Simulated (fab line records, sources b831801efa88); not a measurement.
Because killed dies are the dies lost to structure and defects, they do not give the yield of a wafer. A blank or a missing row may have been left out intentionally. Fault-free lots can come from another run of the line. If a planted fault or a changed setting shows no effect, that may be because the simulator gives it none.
A struck lot beside a sound one + flow gf180mcu + 18 steps out of a route of 602
Sound: these wafers, L139.3, L139.4, L139.6. Struck: wafers L149.2, L149.4 (left out: L149.6, a lot-mate that was not struck); the cause follows at the end.
Order at every step that has rows: each side's tool, ch and its chambers, its first start. Under that, the readings that differ: sound wafers + struck wafers + difference of the means + sigmas: that difference in standard deviations of wafers without a fault.
alike: readings whose means differ by less than 2 such deviations, and words and numbers that are the same on both sides. not compared: withheld readings, readings that some wafer has no value for, bounds like >300 that may hide the same value, and numbers for which the record gives no deviation and whose values overlap.
The two part at a step that has a row with sigmas, a row that says differs or no value, or rows on one side only. Numbers that have no deviation but don't overlap get no sigmas and don't part them. A reading missing from all wafers of one side parts the sides only when that side holds two or more wafers.

first, 3 steps without rows for these wafers: GF_V3_EXPOSE_11 (exposes mask Via3, target cd 260 nm); GF_V3_PEB_12 (peb time 90 s); GF_V3_DEVELOP_13 (develop time 60 s).
GF_V3_CD_MEAS_14 targets a cd of 260 nm.
  sound on cd sem-02, day 22 23:25; struck on cd sem-01, day 26 00:43
  alike: cd nm
GF_V3_OVL_MEAS_15:
  sound on overlay-01, day 22 23:31; struck on overlay-01, day 26 00:49
  alike: V3_OVL
GF_V3_ETCH_16: etches BARC in N2/H2.
  sound on rie diel-02 ch 0,2,3, day 22 23:32; struck on rie diel-02 ch 0,3, day 26 00:50
  alike: drypump motor current A, oes product au, throttle valve pct
GF_V3_ETCH_17: etches SiO2 in C4F8/O2/Ar, stops on TiN, target depth 635 nm.
  sound: rie diel-02 ch 0,2,3; struck: rie diel-02 ch 0,3
  alike: oes product au
GF_V3_STRIP_18: strips in O2/N2.
  sound on plasma asher-01 ch 0,1, day 22 23:42; struck on plasma asher-02 ch 0, day 26 00:58
| reading                     | sound       | struck  | difference | sigmas |
|-----------------------------|-------------|---------|------------|--------|
| drypump motor current A (A) | 5.2 5.0 5.2 | 6.2 6.2 | +1.1       | +2     |
| heater power w (W)          | 320 296 317 | 434 412 | +112       | +3     |
  alike: oes product au
  not compared: rf hours counter h
then, 3 steps without rows for these wafers: GF_V3_STRIP_19 (strips in post etch residue remover, time 1200 s); GF_V3_CLEAN_20 (cleans in DIW); GF_V3_SPUTTER_21 (material Ti, target thk 15 nm, time 80.02 s).
GF_V3_SPUTTER_22: material TiN, target thk 10 nm, time 40 s.
  sound on pvd sputter-01, day 23 00:18; struck on pvd sputter-02, day 26 01:34
  alike: cathode dc power W, throttle valve pct
GF_V3_CVD_23: deposits W, target thk 350 nm, time 104.9 s.
  sound on cvd w-01 ch 0,1, day 23 00:23; struck on cvd w-01 ch 1, day 26 01:37
| reading                          | sound           | struck      | difference | sigmas |
|----------------------------------|-----------------|-------------|------------|--------|
| model.W_of_V3_CVD_23.thk nm (nm) | 351 353.1 347.3 | 123.4 123.5 | -227.0     |        |
  alike: heater power w
GF_V3_RS_MEAS_24: measures by four-point-probe.
  sound on film metro-02, day 23 00:29; struck on film metro-01, day 26 02:02
| reading          | sound             | struck      | difference | sigmas      |
|------------------|-------------------|-------------|------------|-------------|
| V3_W_RS (ohm/sq) | 0.326 0.324 0.330 | 0.943 0.942 | +0.616     | +99 or more |
  not compared: hold
GF_V3_THK_MEAS_25: measures by xrf.
  sound on film metro-02, day 23 00:35; struck on film metro-01, day 26 06:38
| reading       | sound       | struck  | difference | sigmas |
|---------------|-------------|---------|------------|--------|
| V3_W_THK (nm) | 348 354 344 | 121 121 | -228       | -44    |
  not compared: hold
GF_V3_CMP_26: polishes, stops on SiO2, t overpolish 15 s, target thk 0 nm.
  sound on cmp-02 ch 1,2,3, day 23 00:38; struck on cmp-02 ch 1,3, day 26 08:34
| reading                | sound    | struck                                            | difference                   | sigmas |
|------------------------|----------|---------------------------------------------------|------------------------------|--------|
| hold                   | - - -    | await dispo/1.9h/release await dispo/1.9h/release | no value on the sound wafers |        |
| time to endpoint s (s) | 78 81 77 | 29 29                                             | -50                          | -11    |
  alike: motor current A, slurry filter dp kPa
GF_M4_SPUTTER_00: material Ti, target thk 37.5 nm, time 150 s.
  sound on pvd sputter-04, day 23 00:56; struck on pvd sputter-02, day 26 08:52
  alike: cathode dc power W, throttle valve pct
-- the record jumps here: 6 days lie between the struck wafers' starts before and after (it left off in module M4 and takes up again in module PASSIVATION, whose first step shown is number 602 of the route) --
GF_PASSIVATION_PROBE_99:
  the record has rows for the struck wafers here (prober-01, day 32 07:37) and none for the sound ones

## WHERE THEY PART
First at GF_V3_STRIP_18; last, within this record, at GF_PASSIVATION_PROBE_99.

WHY: what had been put in by the simulator
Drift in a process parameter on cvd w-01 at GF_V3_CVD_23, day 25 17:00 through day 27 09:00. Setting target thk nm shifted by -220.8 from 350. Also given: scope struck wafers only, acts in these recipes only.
